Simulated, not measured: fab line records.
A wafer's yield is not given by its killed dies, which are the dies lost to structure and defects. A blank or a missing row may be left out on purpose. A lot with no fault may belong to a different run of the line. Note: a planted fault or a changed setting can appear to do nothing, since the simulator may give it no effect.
fab line records -- flow sky130
record lots=6, wafers=18, last_day=49
route steps=708 shown DNWELL@39 PWDE@45
lots untouched by any fault: they come from a run of this same line in which no faults occurred
start_h: the number of hours between the record's first day and the start of the first shown wafer of the lot -- wait_h: hours since the lot's step before -- " same as the row above -- L1.1+2: a single row standing in for several wafers -- - no value, or no start was given -- * or withheld: withheld -- < > ~ a bound
route shown NAME@n: a module of which the file shows steps, and the number in the route of the first -- usual: mean/standard deviation taken from wafers without a fault -- same: alike in all rows -- chamber/n: place in a boat -- sites: readings site by site -- _std_site: standard deviation across them -- _edge_site: inner sites' mean taken away from outer sites' mean -- radius_mm: how far each site lies from the wafer's centre -- mask NAME#n: copy n -- behind: the most recent tool/chamber to have shaped the wafer -- hold: cause of the lot's hold/its duration in hours/its outcome -- device: the transistor (n, p or np) that didn't switch -- end of line: the tests these same wafers got at the end of their route -- a step given without rows: its recipe and nothing more -- killed: not the wafer's yield, but the dies lost to structure and defects at the first sort -- map: per-die view of a wafer (x killed, . not killed, _ where there is no die)
set.NAME: the setting that was run; set.NAME@STEP: the one run at that earlier step -- model.NAME: the simulator's own value behind a step, which no gauge read
a table for each step, a row for each wafer; lots at some steps of the route
services: when a tool's chamber went out of use (start_h, in hours from the record's first day, below 0 if earlier), for how many hours, and the reason
## steps
# step SKY_DNWELL_EXPOSE_04
# recipe mask_id=DNM, na=0.57, target_cd_nm=3000, dose_mj=222
# step SKY_DNWELL_PEB_05
# recipe temp_c=115, time_s=withheld
# step SKY_DNWELL_DEVELOP_06
# recipe wall_angle_deg=90, developer=TMAH, develop_time_s=60, dev_temp_c=23
# step SKY_DNWELL_IMPLANT_07
# recipe species=P, energy_kev=withheld, dose_cm2=withheld, tilt_deg=withheld
# step SKY_DNWELL_STRIP_08
# recipe chemistry=O2/N2, power_w=1400, pressure_mtorr=1500, platen_temp_c=withheld, o2_flow_sccm=3000, n2_flow_sccm=300, overash_fraction=0.5
# usual drypump_motor_current_A=5.73/0.13, n2_flow_sccm=299.9/0.85, oes_product_au=0.722/0.0049, strip_time_to_endpoint_s=36.91/0.092
# same overash_fraction=0.5
lot.wafer,tool,chamber,start_h,wait_h,drypump_motor_current_A,n2_flow_sccm,oes_product_au,rf_hours_counter_h,strip_time_to_endpoint_s
L659.1,plasma_asher-04,1,62.32,0.1,5.88,300.6,0.724,21,36.87
L659.2,plasma_asher-04,0,62.32,0.1,5.75,300.5,0.708,21,36.92
L659.3,plasma_asher-04,1,62.32,0.1,5.84,300.1,0.722,-,36.92
L665.1,plasma_asher-02,1,91.02,0.1,5.90,298.1,0.723,46,36.82
L665.2,plasma_asher-02,0,91.02,0.1,5.62,299.3,0.726,46,36.82
L665.3,plasma_asher-02,0,91.02,0.1,5.62,301.0,0.723,-,36.78
L667.4,plasma_asher-02,1,101.42,0.1,5.87,299.5,0.723,-,36.96
L667.5,plasma_asher-02,0,101.42,0.1,5.61,298.7,0.720,-,36.94
L667.6,plasma_asher-02,1,101.42,0.1,5.86,301.3,0.724,-,36.88
L668.1,plasma_asher-04,0,105.57,0.1,5.76,299.0,0.714,26,36.88
L668.2,plasma_asher-04,1,105.57,0.1,5.87,301.5,0.712,26,36.98
L668.4,plasma_asher-04,0,105.57,0.1,5.76,299.9,0.722,-,36.86
L674.2,plasma_asher-04,0,143.87,0.1,5.75,299.4,0.722,30,36.92
L674.3,plasma_asher-04,0,143.87,0.1,5.75,299.6,0.723,-,36.94
L674.4,plasma_asher-04,1,143.87,0.1,5.88,298.8,0.723,-,36.95
L677.2,plasma_asher-02,0,155.08,0.1,5.63,299.4,0.726,4,36.94
L677.3,plasma_asher-02,1,155.08,0.1,5.87,300.4,0.732,-,36.87
L677.5,plasma_asher-02,1,155.08,0.1,5.88,299.6,0.710,-,36.86
# step SKY_DNWELL_TW_MEAS_09
# usual DNWELL_TW=1122/8.8
lot.wafer,tool,chamber,start_h,wait_h,DNWELL_TW
L659.1,film_metro-03,-,62.42,0.1,1114
L659.2,film_metro-03,-,62.42,0.1,1127
L659.3,film_metro-03,-,62.42,0.1,1124
L665.1,film_metro-02,-,91.12,0.1,1121
L665.2,film_metro-02,-,91.12,0.1,1124
L665.3,film_metro-02,-,91.12,0.1,1120
L667.4,film_metro-02,-,101.52,0.1,1132
L667.5,film_metro-02,-,101.52,0.1,1130
L667.6,film_metro-02,-,101.52,0.1,1131
L668.1,film_metro-04,-,105.67,0.1,1112
L668.2,film_metro-04,-,105.67,0.1,1119
L668.4,film_metro-04,-,105.67,0.1,1122
L674.2,film_metro-04,-,143.98,0.1,1113
L674.3,film_metro-04,-,143.98,0.1,1110
L674.4,film_metro-04,-,143.98,0.1,1114
L677.2,film_metro-02,-,155.19,0.1,1135
L677.3,film_metro-02,-,155.19,0.1,1139
L677.5,film_metro-02,-,155.19,0.1,1144
# step SKY_PWDE_DEHYDRATE_00
# recipe temp_c=200, time_s=60
# step SKY_PWDE_HMDS_01
# recipe prime_time_s=60, prime_temp_c=120
# step SKY_PWDE_COAT_02
# recipe spin_rpm=2000, resist_thk_nm=3000
# step SKY_PWDE_SOFTBAKE_03
# recipe temp_c=110, time_s=withheld
# step SKY_PWDE_EXPOSE_04
# recipe mask_id=PWDEM, na=0.6, source_shape=conventional, sigma_outer=0.6, polarization=unpolarized, target_cd_nm=840, dose_mj=214
# step SKY_PWDE_PEB_05
# recipe temp_c=115, time_s=withheld
# step SKY_PWDE_DEVELOP_06
# recipe wall_angle_deg=90, developer=TMAH, develop_time_s=60, dev_temp_c=23
# usual chill_plate_temp_C=22.99/0.11
lot.wafer,tool,chamber,start_h,wait_h,chill_plate_temp_C
L659.1,litho_track-03,0,78,-,23.01
L659.2,litho_track-03,0,78,-,22.87
L659.3,litho_track-03,0,78,-,23.01
L665.1,litho_track-03,0,107,-,23.03
L665.2,litho_track-03,0,107,-,23.05
L665.3,litho_track-03,0,107,-,23.03
L667.4,litho_track-04,0,119,-,23.02
L667.5,litho_track-04,0,119,-,23.05
L667.6,litho_track-04,0,119,-,23.12
L668.1,litho_track-02,0,123,-,22.93
L668.2,litho_track-02,0,123,-,23.07
L668.4,litho_track-02,0,123,-,22.89
L674.2,litho_track-02,0,163,-,22.89
L674.3,litho_track-02,0,163,-,22.97
L674.4,litho_track-02,0,163,-,22.87
L677.2,litho_track-02,0,174,-,22.63
L677.3,litho_track-02,0,174,-,22.80
L677.5,litho_track-02,0,174,-,22.82
# step SKY_PWDE_OVL_MEAS_07
# usual PWDE_OVL=0.8/1.4
lot.wafer,tool,chamber,start_h,wait_h,PWDE_OVL[nm]
L659.1,overlay-01,-,78.59,-,-2.2
L659.2,overlay-01,-,78.59,-,-2.1
L659.3,overlay-01,-,78.59,-,0.3
L665.1,overlay-02,-,107.69,-,1.6
L665.2,overlay-02,-,107.69,-,2.7
L665.3,overlay-02,-,107.69,-,0.3
L667.4,overlay-01,-,119.44,-,1.2
L667.5,overlay-01,-,119.44,-,-0.9
L667.6,overlay-01,-,119.44,-,0.9
L668.1,overlay-02,-,124.07,-,3.0
L668.2,overlay-02,-,124.07,-,1.6
L668.4,overlay-02,-,124.07,-,3.9
L674.2,overlay-01,-,163.58,-,-
L674.3,overlay-01,-,163.58,-,-
L674.4,overlay-01,-,163.58,-,-
L677.2,overlay-01,-,174.23,-,-
L677.3,overlay-01,-,174.23,-,-
L677.5,overlay-01,-,174.23,-,-
# step SKY_PWDE_IMPLANT_08
# recipe species=B, energy_kev=150, dose_cm2=3.6e+12, tilt_deg=withheld
## services
tool,chamber,start_h,hours,kind
litho_track-02,-,63.09,-,consumable_replace:filter
plasma_asher-02,-,108.75,9.0,pm
plasma_asher-02,0,108.75,9.0,vent_cycle
plasma_asher-02,1,108.75,9.0,vent_cycle
plasma_asher-02,0,117.75,-,clean
plasma_asher-02,1,117.75,-,clean
## key
first_sign step=SKY_PWDE_OVL_MEAS_07, reading=PWDE_OVL, direction=missing
effect none on later readings
met_at SKY_PWDE_DEVELOP_06
struck_wafers L674.2,L674.3,L674.4,L677.2,L677.3,L677.5
sort_left_out L674.2,L674.3,L674.4,L677.2,L677.3,L677.5
tester_left_out L674,L677
onset_between 123 163
also_fits time
fault kind=process_parameter_drift, tool=litho_track-02, chamber=-, onset_h=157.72, steps=SKY_PWDE_DEVELOP_06, channel=develop_time_s, offset=*, shape=step, end_h=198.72, acts_in=*, stated=*
# tester_left_out: of these lots the tester's yield and bins aren't shown, on N5 and GAA mostly nor the transistor test; their killed dies are dies lost to structure and defects alone, not to doping, threshold or leakage, so they don't give the yield
# sort_left_out: the simulated sort isn't trusted on such a fault, so these wafers' sort isn't shown, and their yield isn't known
